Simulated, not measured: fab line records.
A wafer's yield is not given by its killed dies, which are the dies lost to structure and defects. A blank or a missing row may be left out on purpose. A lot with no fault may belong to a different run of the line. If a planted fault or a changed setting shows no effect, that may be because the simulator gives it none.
fab line records	flow sky130
[record] lots = 6	wafers = 18	last_day = 50
route steps=708 shown VIA2@516 PAD_OPEN@708
lots that met no fault: taken from a fault-free run of the same line
start_h: start of the lot's first displayed wafer, in hours after the record's first day	wait_h: how many hours have passed since the lot's step before this one	" identical to the entry in the row above	L1.1+2: a row that stands for several wafers	- no value, or no start was given	* or withheld: withheld	< > ~ a bound
route shown NAME@n: a module of which the file shows steps, and the number in the route of the first	usual: average and standard deviation across the fault-free wafers	same: alike in all rows	chamber/n: place in a boat	sites: per-site readings	_std_site: how widely they spread, as a standard deviation	_edge_site: outer sites' mean less inner sites'	radius_mm: for every site, how far away it sits from the centre of the wafer	mask NAME#n: copy n	behind: the most recent tool/chamber to have shaped the wafer	hold: cause of the lot's hold/its duration in hours/its outcome	device: transistor that didn't switch, given as n, p or np	end of line: the tests these same wafers got at the end of their route	a step given without rows: its recipe and nothing more	killed: at the first sort, the dies lost to defects and structure; wafer yield is something else	map: a wafer's dies, marking killed ones x, the rest . and places with no die _
set.NAME: the run value of the setting; set.NAME@STEP: its run value at that earlier step	model.NAME: the simulator's own value behind a step, which no gauge read
a table for each step, a row for each wafer; lots at some steps of the route
services: a tool's chamber out of use, with start hour (start_h, from the record's first day; less than 0 if before it), hours out, and reason
[[steps]]
[step SKY_VIA2_EXPOSE_09]
[recipe] mask_id = VIM2	na = 0.8	source_shape = annular	sigma_inner = 0.55	sigma_outer = 0.85	target_cd_nm = 200	dose_mj = 38
[step SKY_VIA2_PEB_10]
[recipe] peb_temp_c = withheld	peb_time_s = withheld	resist = KrF-thick
[step SKY_VIA2_DEVELOP_11]
[recipe] develop_time_s = 60	resist = KrF-thick	dev_temp_c = 21
[step SKY_VIA2_CD_MEAS_12]
[recipe] target_cd_nm = 200
[usual] cd_nm = 200.2/1.5
lot.wafer	tool	chamber	start_h	wait_h	cd_nm
L185.3	cd_sem-02	-	847.28	-	196.0
L185.4	"	-	"	"	197.8
L185.5	"	-	"	"	197.0
L188.1	cd_sem-01	-	875.35	-	201.7
L188.2	"	-	"	"	202.7
L188.4	"	-	"	"	201.9
L187.1	cd_sem-01	-	881.85	-	199.9
L187.2	"	-	"	"	199.8
L187.3	"	-	"	"	200.3
L196.1	cd_sem-02	-	946.64	-	199.5
L196.3	"	-	"	"	202.2
L196.5	"	-	"	"	199.7
L199.1	cd_sem-01	-	967.65	-	199.6
L199.2	"	-	"	"	199.0
L199.4	"	-	"	"	199.5
L206.1	cd_sem-02	-	1003.80	-	200.5
L206.5	"	-	"	"	201.5
L206.6	"	-	"	"	201.2
[step SKY_VIA2_OVL_MEAS_13]
[usual] VIA2_OVL = 4/5.7
lot.wafer	tool	chamber	start_h	wait_h	VIA2_OVL[nm]
L185.3	overlay-02	-	847.37	0.1	1
L185.4	"	-	"	"	7
L185.5	"	-	"	"	8
L188.1	overlay-02	-	875.47	0.1	3
L188.2	"	-	"	"	6
L188.4	"	-	"	"	2
L187.1	overlay-02	-	881.97	0.1	5
L187.2	"	-	"	"	7
L187.3	"	-	"	"	4
L196.1	overlay-02	-	946.76	0.1	-3
L196.3	"	-	"	"	-2
L196.5	"	-	"	"	-5
L199.1	overlay-01	-	967.77	0.1	2
L199.2	"	-	"	"	-1
L199.4	"	-	"	"	-1
L206.1	overlay-02	-	1003.92	0.1	13
L206.5	"	-	"	"	20
L206.6	"	-	"	"	8
[step SKY_VIA2_ETCH_14]
[recipe] chemistry = N2/H2	target = BARC	ion_energy_ev = 200	source_w = 500	bias_w = 100	pressure_mtorr = 30	n2_flow_sccm = 100	h2_flow_sccm = 200	stop_on = SiO2	time_s = 45.9	target_depth_a = 600
[usual] drypump_motor_current_A = 5.7/0.45	h2_flow_sccm = 200.0/0.58	oes_product_au = 0.854/0.0045	throttle_valve_pct = 13.226/0.0091
lot.wafer	tool	chamber	start_h	wait_h	drypump_motor_current_A	h2_flow_sccm	oes_product_au	rf_hours_counter_h	throttle_valve_pct
L185.3	rie_diel-02	0	847.40	0.0	6.2	200.4	0.853	12	13.219
L185.4	"	0	"	"	6.2	200.9	0.852	-	13.238
L185.5	"	2	"	"	5.8	200.8	0.848	-	13.234
L188.1	rie_diel-02	3	875.50	0.0	6.4	200.9	0.858	14	13.238
L188.2	"	2	"	"	5.8	201.0	0.860	21	13.231
L188.4	"	3	"	"	6.4	201.0	0.858	-	13.208
L187.1	rie_diel-04	2	882.00	0.0	5.7	200.0	0.852	14	13.225
L187.2	"	3	"	"	5.5	200.2	0.857	5	13.236
L187.3	"	0	"	"	5.5	199.2	0.855	13	13.211
L196.1	rie_diel-01	0	946.80	0.0	5.6	199.9	0.864	7	13.217
L196.3	"	2	"	"	5.5	200.1	0.848	21	13.231
L196.5	"	3	"	"	6.1	200.6	0.848	-	13.227
L199.1	rie_diel-04	2	967.80	0.0	5.7	200.6	0.854	16	13.214
L199.2	"	0	"	"	5.5	200.5	0.856	15	13.232
L199.4	"	1	"	"	5.0	199.4	0.850	2	13.231
L206.1	rie_diel-01	1	1003.95	0.0	5.0	199.7	0.855	23	13.217
L206.5	"	1	"	"	5.0	199.8	0.856	-	13.231
L206.6	"	2	"	"	5.5	200.1	0.858	-	13.232
[step SKY_VIA2_ETCH_15]
[recipe] target = SiO2	chemistry = C4F8/O2/Ar	target_depth_nm = 546	stop_on = TiN	mask_material = KrF-thick	source_w = 1500	bias_w = 1200	pressure_mtorr = 40	c4f8_flow_sccm = withheld	O2_flow_sccm = 6	Ar_flow_sccm = 300	time_s = 84
[usual] oes_product_au = 0.940/0.0047
lot.wafer	tool	chamber	start_h	wait_h	oes_product_au
L185.3	rie_diel-02	0	847.44	0.0	0.943
L185.4	"	0	"	"	0.939
L185.5	"	2	"	"	0.940
L188.1	rie_diel-02	3	875.57	0.0	0.940
L188.2	"	2	"	"	0.938
L188.4	"	3	"	"	0.938
L187.1	rie_diel-04	2	882.05	0.0	0.940
L187.2	"	3	"	"	0.936
L187.3	"	0	"	"	0.939
L196.1	rie_diel-01	0	946.84	0.0	0.930
L196.3	"	2	"	"	0.950
L196.5	"	3	"	"	0.946
L199.1	rie_diel-04	2	967.85	0.0	0.950
L199.2	"	0	"	"	0.946
L199.4	"	1	"	"	0.943
L206.1	rie_diel-01	1	1004.00	0.0	0.940
L206.5	"	1	"	"	0.943
L206.6	"	2	"	"	0.938
[step SKY_VIA2_STRIP_16]
[recipe] chemistry = O2/N2	power_w = 1400	pressure_mtorr = 1500	platen_temp_c = withheld	o2_flow_sccm = 3000	n2_flow_sccm = 300	overash_fraction = 0.5
[usual] drypump_motor_current_A = 5.9/0.46	oes_product_au = 0.398/0.0051	strip_time_to_endpoint_s = 4.05/0.043
lot.wafer	tool	chamber	start_h	wait_h	drypump_motor_current_A	oes_product_au	rf_hours_counter_h	strip_time_to_endpoint_s
L185.3	plasma_asher-03	0	847.54	0.1	6.3	0.401	-	4.01
L185.4	"	1	"	"	6.2	0.387	-	4.00
L185.5	"	0	"	"	6.3	0.393	-	4.06
L188.1	plasma_asher-02	0	875.66	0.1	5.8	0.395	15	4.06
L188.2	"	1	"	"	6.0	0.400	15	4.07
L188.4	"	0	"	"	5.8	0.394	-	4.03
L187.1	plasma_asher-03	1	882.11	0.0	6.2	0.399	79	4.01
L187.2	"	0	"	"	6.2	0.404	79	4.03
L187.3	"	1	"	"	6.2	0.399	-	4.12
L196.1	plasma_asher-04	0	946.90	0.0	5.6	0.398	52	4.11
L196.3	"	0	"	"	5.6	0.397	-	3.98
L196.5	"	0	"	"	5.6	0.392	-	4.01
L199.1	plasma_asher-03	0	967.91	0.0	6.2	0.391	89	4.02
L199.2	"	1	"	"	6.2	0.395	89	4.14
L199.4	"	1	"	"	6.2	0.401	-	4.07
L206.1	plasma_asher-02	0	1004.06	0.0	5.8	0.411	30	4.09
L206.5	"	0	"	"	5.8	0.396	-	4.06
L206.6	"	1	"	"	6.0	0.398	-	4.04
[step SKY_VIA2_STRIP_17]
[recipe] chemistry = post_etch_residue_remover	time_s = 1200	temp_c = 72.5
[step SKY_VIA2_CLEAN_18]
[recipe] chemistry = IPA	time_s = 180	temp_c = 25
[step SKY_VIA2_CLEAN_19]
[recipe] chemistry = O3/DIW	dry = n2_spin
[step SKY_VIA2_SPUTTER_20]
[recipe] material = TiN	target_thk_nm = 20	chamber_pressure_pa = 5	power_w = 4000	time_s = 80
[usual] throttle_valve_pct = 29.8/1.2
lot.wafer	tool	chamber	start_h	wait_h	throttle_valve_pct
L185.3	pvd_sputter-03	-	848.10	0.0	28.2
L185.4	"	-	"	"	30.3
L185.5	"	-	"	"	28.1
L188.1	pvd_sputter-04	-	876.28	0.0	28.9
L188.2	"	-	"	"	30.3
L188.4	"	-	"	"	29.3
L187.1	pvd_sputter-03	-	882.74	0.0	31.8
L187.2	"	-	"	"	29.1
L187.3	"	-	"	"	30.3
L196.1	pvd_sputter-03	-	947.50	0.0	30.5
L196.3	"	-	"	"	29.2
L196.5	"	-	"	"	28.0
L199.1	pvd_sputter-01	-	968.51	0.0	28.7
L199.2	"	-	"	"	29.0
L199.4	"	-	"	"	31.5
L206.1	pvd_sputter-01	-	1004.82	0.0	28.4
L206.5	"	-	"	"	31.2
L206.6	"	-	"	"	28.5
[step SKY_VIA2_CVD_21]
[recipe] material = W	target_thk_nm = 420	time_s = 126.4	temp_c = 400	pressure_torr = 40
[usual] heater_power_w = 936/120
lot.wafer	tool	chamber	start_h	wait_h	heater_power_w	model.W_of_VIA2_CVD_21.thk_nm
L185.3	cvd_w-02	0	848.20	0.1	1107	415.5
L185.4	"	1	"	"	917	411.3
L185.5	"	1	"	"	924	409.7
L188.1	cvd_w-02	0	876.35	0.0	1117	122.4
L188.2	"	1	"	"	949	118.8
L188.4	"	1	"	"	943	120.1
L187.1	cvd_w-02	1	882.80	0.0	915	123
L187.2	"	1	"	"	902	126.6
L187.3	"	1	"	"	927	123
L196.1	cvd_w-02	0	947.56	0.0	1128	419.9
L196.3	"	0	"	"	1096	421.1
L196.5	"	0	"	"	1130	423.5
L199.1	cvd_w-02	0	968.57	0.0	1125	416.1
L199.2	"	1	"	"	948	418.4
L199.4	"	0	"	"	1120	419.5
L206.1	cvd_w-01	1	1004.88	0.0	788	419
L206.5	"	0	"	"	871	419.4
L206.6	"	1	"	"	774	419.3
[step SKY_VIA2_RS_MEAS_22]
[recipe] thk_meas_gauge = four-point-probe	reads = W_of_VIA2_CVD_21+TiN_of_VIA2_SPUTTER_20
[usual] VIA2_W_RS = 0.2733/0.0027
lot.wafer	tool	chamber	start_h	wait_h	hold	VIA2_W_RS[ohm/sq]
L185.3	film_metro-02	-	848.33	0.1	-	0.2758
L185.4	"	-	"	"	-	0.2784
L185.5	"	-	"	"	-	0.2803
L188.1	film_metro-02	-	876.48	0.1	await_dispo/0.2h/release	0.9598
L188.2	"	-	"	"	await_dispo/0.2h/release	0.9886
L188.4	"	-	"	"	await_dispo/0.2h/release	0.9746
L188.1	film_metro-02	-	876.76	0.3	-	0.9585
L188.2	"	-	"	"	-	0.9873
L188.4	"	-	"	"	-	0.9778
L187.1	film_metro-03	-	883.06	0.2	await_dispo/0.2h/release	0.9545
L187.2	"	-	"	"	await_dispo/0.2h/release	0.9260
L187.3	"	-	"	"	await_dispo/0.2h/release	0.9554
L187.1	film_metro-03	-	883.35	0.3	-	0.9556
L187.2	"	-	"	"	-	0.9267
L187.3	"	-	"	"	-	0.9562
L196.1	film_metro-01	-	947.69	0.1	-	0.2719
L196.3	"	-	"	"	-	0.2717
L196.5	"	-	"	"	-	0.2703
L199.1	film_metro-03	-	968.70	0.1	-	0.2769
L199.2	"	-	"	"	-	0.2738
L199.4	"	-	"	"	-	0.2738
L206.1	film_metro-03	-	1005.01	0.1	-	0.2745
L206.5	"	-	"	"	-	0.2737
L206.6	"	-	"	"	-	0.2736
[step SKY_PAD_OPEN_PROBE_99]
[usual] defect_limited_yield = 82.8/2	killed_at_M0_to_M3 = 43/7.8	killed_at_M4_up = 3.2/1.9	killed_at_contacts = 24/5	killed_at_front_end = 14/4.5	killed_dies = 84/9.6	killed_open = 47/6.9	killed_short = 38/6	sort_bin_3_pad_short = 0.8/0.43	sort_bin_5_function = 10.1/1.4	sort_bin_6_memory = 6.3/1.1	sort_n_pass = 408/9.6	sort_yield_pct = 82.8/2
[same] gross_dies = 492	killed_at_back_side = 0	killed_at_other = 0	sort_bin_4_leakage[%] = 0	sort_bin_8_speed[%] = 0
lot.wafer	tool	chamber	start_h	wait_h	defect_limited_yield[%]	killed_at_M0_to_M3	killed_at_M4_up	killed_at_contacts	killed_at_front_end	killed_dies	killed_open	killed_short	sort_bin_3_pad_short[%]	sort_bin_5_function[%]	sort_bin_6_memory[%]	sort_n_pass	sort_yield_pct[%]
L185.3	prober-02	-	1076.31	0.2	83.3	48	5	19	10	82	47	35	0.6	10.0	6.1	410	83.3
L185.4	prober-02	-	1076.36	0.2	80.3	57	3	26	11	97	50	47	1.2	11.4	7.1	395	80.3
L185.5	prober-02	-	1076.41	0.2	80.5	56	2	26	12	96	63	33	0.8	12.2	6.5	396	80.5
L196.1	prober-01	-	1154.16	0.1	85.6	29	3	26	13	71	39	32	0.6	8.1	5.7	421	85.6
L196.3	prober-01	-	1154.26	0.2	82.1	37	6	23	22	88	50	38	0.4	10.4	7.1	404	82.1
L196.5	prober-01	-	1154.36	0.2	84.6	40	0	28	8	76	39	37	1.0	9.3	5.1	416	84.6
L199.1	prober-02	-	1168.60	0.1	81.9	46	5	22	16	89	51	38	1.0	9.6	7.5	403	81.9
L199.2	prober-02	-	1168.65	0.1	83.9	43	5	17	14	79	39	40	0.8	10.0	5.3	413	83.9
L199.4	prober-02	-	1168.75	0.2	82.5	42	6	28	10	86	48	38	0.8	11.6	5.1	406	82.5
L206.1	prober-01	-	1195.35	0.1	81.9	40	4	30	15	89	49	40	1.2	10.2	6.7	403	81.9
L206.5	prober-01	-	1195.55	0.2	84.3	36	4	27	10	77	38	39	1.0	8.9	5.7	415	84.3
L206.6	prober-01	-	1195.60	0.2	83.9	41	2	24	12	79	45	34	0.8	8.7	6.5	413	83.9
// killed by level:class
L185.3 VIA1:geometric_particle:open=15 CONTACT:geometric_particle:open=8 METAL2:geometric_particle:short=7 VIA1:geometric_particle:short=6 VIA2:geometric_particle:open=6 CONTACT:geometric_particle:short=5 METAL1:geometric_particle:short=4 POLY_GATE:geometric_particle:short=3
L185.4 VIA1:geometric_particle:open=14 CONTACT:geometric_particle:open=10 VIA2:geometric_particle:open=9 LI_CONTACT:geometric_particle:open=7 VIA1:geometric_particle:short=7 METAL1:geometric_particle:short=7 LOCAL_INTERCONNECT:geometric_particle:short=6 FIELD_ISO:geometric_particle:short=5
L185.5 VIA1:geometric_particle:open=16 VIA2:geometric_particle:open=13 CONTACT:geometric_particle:open=11 LI_CONTACT:geometric_particle:open=9 VIA3:geometric_particle:open=6 METAL1:geometric_particle:short=5 VIA1:geometric_particle:short=5 POLY_GATE:geometric_particle:short=4
L196.1 CONTACT:geometric_particle:open=9 LOCAL_INTERCONNECT:geometric_particle:short=6 FIELD_ISO:geometric_particle:short=5 LI_CONTACT:geometric_particle:open=5 METAL1:geometric_particle:short=5 VIA1:geometric_particle:open=5 VIA3:geometric_particle:open=5 CONTACT:geometric_particle:short=4
L196.3 VIA1:geometric_particle:open=12 POLY_GATE:geometric_particle:open=8 LI_CONTACT:geometric_particle:open=8 LOCAL_INTERCONNECT:geometric_particle:short=6 VIA3:geometric_particle:open=6 CONTACT:geometric_particle:short=5 METAL1:geometric_particle:short=5 VIA2:geometric_particle:open=4
L196.5 METAL1:geometric_particle:short=10 LI_CONTACT:geometric_particle:open=8 VIA1:geometric_particle:open=8 LOCAL_INTERCONNECT:geometric_particle:short=7 VIA1:geometric_particle:short=7 CONTACT:geometric_particle:open=6 FIELD_ISO:geometric_particle:open=5 METAL3:geometric_particle:short=4
L199.1 VIA2:geometric_particle:open=11 LI_CONTACT:geometric_particle:open=8 VIA1:geometric_particle:open=8 METAL2:geometric_particle:short=6 LOCAL_INTERCONNECT:geometric_particle:short=5 CONTACT:geometric_particle:open=5 METAL4:geometric_particle:short=5 VIA3:geometric_particle:open=5
L199.2 VIA3:geometric_particle:open=9 VIA1:geometric_particle:open=8 FIELD_ISO:geometric_particle:short=5 LI_CONTACT:geometric_particle:open=5 CONTACT:geometric_particle:short=5 METAL2:geometric_particle:short=5 METAL4:geometric_particle:short=5 CONTACT:geometric_particle:open=4
L199.4 VIA1:geometric_particle:open=14 CONTACT:geometric_particle:open=10 VIA2:geometric_particle:open=6 LI_CONTACT:geometric_particle:open=5 METAL4:geometric_particle:short=4 VIA1:geometric_particle:short=4 LOCAL_INTERCONNECT:geometric_particle:short=4 CONTACT:geometric_particle:short=4
L206.1 LI_CONTACT:geometric_particle:open=11 CONTACT:geometric_particle:open=8 VIA1:geometric_particle:open=8 VIA3:geometric_particle:open=8 VIA1:geometric_particle:short=6 FIELD_ISO:geometric_particle:short=5 POLY_GATE:geometric_particle:open=5 CONTACT:geometric_particle:short=5
L206.5 VIA1:geometric_particle:open=8 LOCAL_INTERCONNECT:geometric_particle:short=7 LI_CONTACT:geometric_particle:open=7 CONTACT:geometric_particle:open=7 METAL2:geometric_particle:short=7 POLY_GATE:geometric_particle:short=4 METAL1:geometric_particle:short=4 VIA3:geometric_particle:open=4
L206.6 VIA1:geometric_particle:open=13 CONTACT:geometric_particle:open=8 LI_CONTACT:geometric_particle:open=6 LOCAL_INTERCONNECT:geometric_particle:short=5 VIA2:geometric_particle:open=5 VIA3:geometric_particle:open=5 METAL1:geometric_particle:short=4 VIA1:geometric_particle:short=4
[[services]]
tool	chamber	start_h	hours	kind
pvd_sputter-03	-	824.93	2.9	repair
rie_diel-02	-	827.24	14.6	pm
cvd_w-02	0	835.26	5.8	repair
rie_diel-01	2	839.34	49.8	repair
plasma_asher-04	-	854.42	21.9	repair
rie_diel-02	-	864.72	0.3	repair
rie_diel-02	0	868.22	10.3	repair
pvd_sputter-01	-	881.97	18.4	repair
cvd_w-02	0	882.43	4.0	repair
rie_diel-02	2	882.95	8.6	repair
plasma_asher-03	-	884.50	0.3	repair
cvd_w-01	-	888.82	6.9	pm
rie_diel-02	0	889.35	3.4	repair
rie_diel-04	1	895.56	2.7	repair
cvd_w-01	-	904.00	14.0	pm
pvd_sputter-04	-	923.37	1.8	repair
plasma_asher-03	-	930.92	2.9	repair
cvd_w-01	-	932.68	0.5	repair
cvd_w-02	0	977.91	9.5	repair
rie_diel-01	2	982.58	4.0	repair
rie_diel-01	1	984.18	3.6	repair
cvd_w-02	-	984.61	0.4	repair
rie_diel-01	3	999.13	9.9	repair
rie_diel-02	-	1001.13	0.4	repair
[[key]]
[first_sign] step = SKY_VIA2_RS_MEAS_22	reading = visit	direction = added
[effect] step = SKY_VIA2_RS_MEAS_22	reading = VIA2_W_RS	direction = up	sigmas = 99+	usual = 0.2733	struck = 0.9598
[model_effect] step = SKY_VIA2_CVD_21	value = W_of_VIA2_CVD_21.thk_nm	without = 419.5	struck = 122.3
met_at SKY_VIA2_CVD_21
struck_wafers L187.1,L187.2,L187.3,L188.1,L188.2,L188.4
scrapped_behind SKY_VIA2_RS_MEAS_22 L187.1,L187.2,L187.3,L188.1,L188.2,L188.4
onset_between 848.20 876.35
[fault] kind = process_parameter_drift	tool = cvd_w-02	chamber = -	onset_h = 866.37	steps = SKY_VIA2_CVD_21	channel = target_thk_nm	offset = -297.21	shape = step	end_h = 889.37	acts_in = these_recipes_only	stated = 420
